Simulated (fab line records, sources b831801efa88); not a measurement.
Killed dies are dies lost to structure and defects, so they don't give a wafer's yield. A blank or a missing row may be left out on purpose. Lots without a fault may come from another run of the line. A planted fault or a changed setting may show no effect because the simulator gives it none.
Split-lot experiment | flow sfq_line | 5 lots, 23 wafers read, on a route of 325 steps

THE SPLIT
At SFQ_TRILAYER_C5_LITHO_EXPOSE_152 (exposes mask C5, target cd 500 nm), the setting dose_mj was moved away from the recipe's 21.3 on 9 of the 23 wafers read, by +3.8% to +7.4%. The other wafers ran this setting at the recipe's value.

FROM THE SPLIT TO THE READING: what the file shows between them, 3 steps
- SFQ_TRILAYER_C5_LITHO_PEB_154: peb time 60 s
- SFQ_TRILAYER_C5_LITHO_DEVELOP_153: time 60 s
- SFQ_TRILAYER_C5_BARC_OPEN_VIA_ETCH_210: etches BARC in O2, target depth 125 nm, time 41.7 s

THE READING
C5.cd_nm (the simulator's own value, which no gauge read), in nm, at SFQ_TRILAYER_C5_ETCH_VIA_ETCH_154 (etches SiO2 in CHF3, stops on Nb, target depth 84 nm). The file gives no usual value for it. The 14 wafers here that ran the recipe average 499.7 nm, standard deviation 1.6 nm.

wafer  | tool, chamber at the split | dose_mj as run | against the recipe | C5.cd_nm, nm | against lot-mates on the recipe
L076.1 | krf_scanner-02, 0          | 22.87          | +7.4%              | 510.2        | +9.8
L076.2 | krf_scanner-02, 0          | 21.3           | recipe             | 500.2        | -
L076.3 | krf_scanner-02, 0          | 22.87          | +7.4%              | 511.4        | +11.0
L076.4 | krf_scanner-02, 0          | 21.3           | recipe             | 500.8        | -
L076.5 | krf_scanner-02, 0          | 21.3           | recipe             | 500.1        | -
L077.1 | krf_scanner-01, 0          | 21.3           | recipe             | 497          | -
L077.3 | krf_scanner-01, 0          | 21.3           | recipe             | 498.3        | -
L077.4 | krf_scanner-01, 0          | 21.3           | recipe             | 500.2        | -
L077.5 | krf_scanner-01, 0          | 22.11          | +3.8%              | 505.7        | +7.2
L077.6 | krf_scanner-01, 0          | 22.11          | +3.8%              | 505.2        | +6.7
L078.1 | krf_scanner-01, 0          | 21.3           | recipe             | 499.6        | -
L078.3 | krf_scanner-01, 0          | 21.3           | recipe             | 500.2        | -
L078.4 | krf_scanner-01, 0          | 22.25          | +4.5%              | 508.2        | +8.9
L078.5 | krf_scanner-01, 0          | 22.25          | +4.5%              | 507.4        | +8.1
L078.6 | krf_scanner-01, 0          | 21.3           | recipe             | 498.1        | -
L080.1 | krf_scanner-01, 0          | 22.64          | +6.3%              | 509.4        | +7.0
L080.3 | krf_scanner-01, 0          | 21.3           | recipe             | 502.3        | -
L080.4 | krf_scanner-01, 0          | 21.3           | recipe             | 502.5        | -
L080.5 | krf_scanner-01, 0          | 22.64          | +6.3%              | 509.1        | +6.7
L080.6 | krf_scanner-01, 0          | 22.64          | +6.3%              | 511.5        | +9.1
L082.3 | krf_scanner-02, 0          | 21.3           | recipe             | 497.9        | -
L082.4 | krf_scanner-02, 0          | 21.3           | recipe             | 500.4        | -
L082.6 | krf_scanner-02, 0          | 21.3           | recipe             | 497.7        | -

THE FIT
A straight line over all 23 wafers: C5.cd_nm changes by +1.6 nm for each +1% of dose_mj; r = +0.96; the points scatter about the line by 1.4 nm.
The same after taking each lot's own level away (the mean of its wafers on the recipe; 23 wafers): +1.41 nm for each +1%; r = +0.95; scatter 1.3 nm.
On that fit, the largest move of dose_mj shifts the reading by 10 nm.
The lots' own levels span 498.50 to 502.40 nm, that is 2.4 times the standard deviation above.
So the lot-to-lot level changes the slope: the two fits differ.
Check: with one of the wafers moved furthest among these (+7.4%) left out of the fit, the line predicts +10.7 nm for it against its lot-mates. It came out at +9.83 nm against them.

OTHER SPLITS ON THESE WAFERS
These wafers also went through other splits before the reading. Each is held against what the fit with the lots' levels taken away leaves over:
other split on the same wafers                  | wafers away from the commonest value | r with C5.cd_nm (lot level and that fit taken away)
SFQ_TRILAYER_M5_BARC_OPEN_METAL_ETCH_161 time_s | 6                                    | +0.19
SFQ_TRILAYER_R5_LITHO_EXPOSE_137 dose_mj        | 11                                   | -0.16
SFQ_TRILAYER_I5_LITHO_COAT_149 resist_thk_nm    | 11                                   | -0.01
SFQ_TRILAYER_I5_BARC_OPEN_VIA_ETCH_200 bias_w   | 10                                   | -0.28

THE WHOLE CHAIN: every reading that the file lists as answering this split, in the file's order
step                                   | what it does                                         | reading                                                   | change (the file's fit)              | r (the file's)
SFQ_TRILAYER_C5_BARC_OPEN_VIA_ETCH_210 | etches BARC in O2, target depth 125 nm, time 41.7 s  | C5.cd_nm (the simulator's own value, which no gauge read) | +1.58 nm for each +1% of the setting | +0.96
SFQ_TRILAYER_C5_ETCH_VIA_ETCH_154      | etches SiO2 in CHF3, stops on Nb, target depth 84 nm | C5.cd_nm (the simulator's own value, which no gauge read) | +1.48 nm for each +1% of the setting | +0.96

THE FILE'S OWN FIT
C5.cd_nm changes by +1.48 nm for each +1% of dose_mj, r = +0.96.
